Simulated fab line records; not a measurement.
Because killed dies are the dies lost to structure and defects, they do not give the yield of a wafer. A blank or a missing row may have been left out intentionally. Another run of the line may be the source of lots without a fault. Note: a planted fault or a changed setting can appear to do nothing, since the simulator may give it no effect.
A struck lot beside a sound one | flow gf180mcu | 21 out of 602 route steps
Sound: wafers L614.2, L614.4, L614.5. Wafers L617.1, L617.2, L617.5 were the ones struck. The cause comes at the end.
Per side, at each step with rows, come the tool, then ch with its chambers, and then its first start. Under that, the readings that differ: sound wafers | struck wafers | difference of the means | sigmas: that difference in standard deviations of wafers without a fault.
alike: a reading whose means differ by less than 2 such deviations, as well as words and numbers matching on both sides. not compared: withheld readings; readings where some wafer has no value; bounds like >300 that might hide an equal value; numbers whose values overlap and for which the record gives no deviation.
A row with sigmas, a row that says differs or no value, or rows on one side alone: a step with any of these is where the two part. Non-overlapping numbers with no deviation appear without sigmas and do not part them. A reading that every wafer of one side lacks parts them only if that side has two wafers or more.

GF_SALICIDE_RTA_08: time 30 s.
  sound on rtp anneal-01 ch 0, day 18 07:01; struck on rtp anneal-02 ch 0, day 19 16:20
  reading            | sound          | struck         | difference | sigmas
  lamp power pct (%) | 17.2 17.2 17.2 | 15.6 15.6 15.6 | -1.6       | -2
  alike: wafer_temp_C_max
then, 1 step without rows for these wafers: GF_CONTACT_CVD_00 (deposits SiO2, target thk 300 nm, time 50 s).
GF_CONTACT_THK_MEAS_01:
  sound: film metro-02 at day 18 07:10; struck: film metro-02 at day 19 16:35
  alike: CONTACT_CVD_00_THK
GF_CONTACT_CVD_02: deposits SiO2 from TEOS, target thk 860 nm, time 95.992 s.
  sound on pecvd-03 ch 0,1, day 18 07:13; struck on pecvd-04 ch 0,1,2, day 19 16:38
  alike: heater power w
GF_CONTACT_THK_MEAS_03:
  sound: film metro-01 at day 18 07:17; struck: film metro-02 at day 19 16:43
  alike: CONTACT_CVD_02_THK
GF_CONTACT_CMP_04: polishes SiO2.
  sound on cmp-01 ch 0,3, day 18 07:20; struck on cmp-01 ch 0,2,3, day 19 16:52
  alike: motor current A, time to endpoint s
GF_CONTACT_BOW_MEAS_05:
  sound: film metro-01 at day 18 07:40; struck: film metro-01 at day 19 17:04
  alike: CONTACT_BOW
then, 5 steps without rows for these wafers: GF_CONTACT_DEHYDRATE_06 (time 60 s); GF_CONTACT_HMDS_07 (prime time 60 s); GF_CONTACT_COAT_08; GF_CONTACT_COAT_09 (resist thk 1000 nm); GF_CONTACT_SOFTBAKE_10 (time 60 s).
GF_CONTACT_EXPOSE_11: exposes mask Contact, target cd 220 nm.
  sound on krf scanner-01 ch 0, day 18 19:37; struck on krf scanner-02 ch 0, day 20 05:29
  reading | sound                         | struck                                 | difference | sigmas
  mask    | Contact#0 Contact#0 Contact#0 | Contact_R1#0 Contact_R1#0 Contact_R1#0 | differs    |
  alike: stage vel mm s
then, 2 steps without rows for these wafers: GF_CONTACT_PEB_12 (peb time 90 s); GF_CONTACT_DEVELOP_13 (develop time 60 s).
GF_CONTACT_CD_MEAS_14: the cd target is 220 nm.
  sound: cd sem-01 at day 19 07:13; struck: cd sem-01 at day 20 17:30
  reading    | sound             | struck            | difference | sigmas
  cd nm (nm) | 220.0 219.2 219.7 | 193.8 193.1 193.0 | -26.3      | -19
GF_CONTACT_OVL_MEAS_15:
  sound: overlay-02 at day 19 07:19; struck: overlay-02 at day 20 17:37
  alike: CONTACT_OVL
GF_CONTACT_ETCH_16: etches BARC in N2/H2.
  sound on rie diel-02 ch 1,3, day 19 07:21; struck on rie diel-03 ch 0,1, day 20 17:40
  reading                     | sound             | struck          | difference | sigmas
  drypump motor current A (A) | 5.3 5.1 5.1       | 6.5 5.8 6.5     | +1.1       | +3
  model.CONTACT.cd nm (nm)    | 218.9 220.3 220.5 | 195.3 194 195.2 | -25.1      |
  alike: oes product au, throttle valve pct
GF_CONTACT_ETCH_17: etches SiO2 in C4F8/O2/Ar, stops on CoSi2, target depth 860 nm.
  sound: rie diel-02 ch 1,3; struck: rie diel-03 ch 0,1
  reading                  | sound             | struck            | difference | sigmas
  model.CONTACT.cd nm (nm) | 220.2 219.8 219.4 | 193.8 194.5 193.1 | -26.0      |
  alike: oes product au
GF_CONTACT_STRIP_18: strips in O2/N2.
  sound on plasma asher-03 ch 0,1, day 19 07:31; struck on plasma asher-04 ch 0,1, day 20 17:49
  alike: drypump motor current A, heater power w, oes product au
  not compared: rf hours counter h
-- the record jumps here: 12 days lie between the struck wafers' starts before and after (it left off in module CONTACT and takes up again in module PASSIVATION, whose first step shown is number 602 of the route) --
GF_PASSIVATION_PROBE_99:
  sound: prober-02 at day 31 14:07; struck: prober-02 at day 32 16:03
  reading                                    | sound             | struck      | difference | sigmas
  model.etest.contact to gate.bv left v (V)  | 35.95 36.1 35.98  | 38.43 38.59 | +2.50      |
  model.etest.contact to gate.bv right v (V) | 38.39 38.9 39.08  | 42.28 42.42 | +3.56      |
  model.etest.contact poly.rc ohm            | 5.906 5.961 5.827 | 7.356 7.423 | +1.492     |
  model.etest.contact nplus.rc ohm           | 5.395 4.995 5.449 | 6.404 6.409 | +1.127     |
  model.etest.contact pplus.rc ohm           | 5.403 5.302 5.19  | 6.208 6.315 | +0.963     |

## WHERE THEY PART
First at GF_SALICIDE_RTA_08; last, within this record, at GF_CONTACT_ETCH_16. Later steps at which nothing parts them and some readings are alike: GF_CONTACT_ETCH_17, GF_CONTACT_STRIP_18.

WHY: whatever the simulator had introduced
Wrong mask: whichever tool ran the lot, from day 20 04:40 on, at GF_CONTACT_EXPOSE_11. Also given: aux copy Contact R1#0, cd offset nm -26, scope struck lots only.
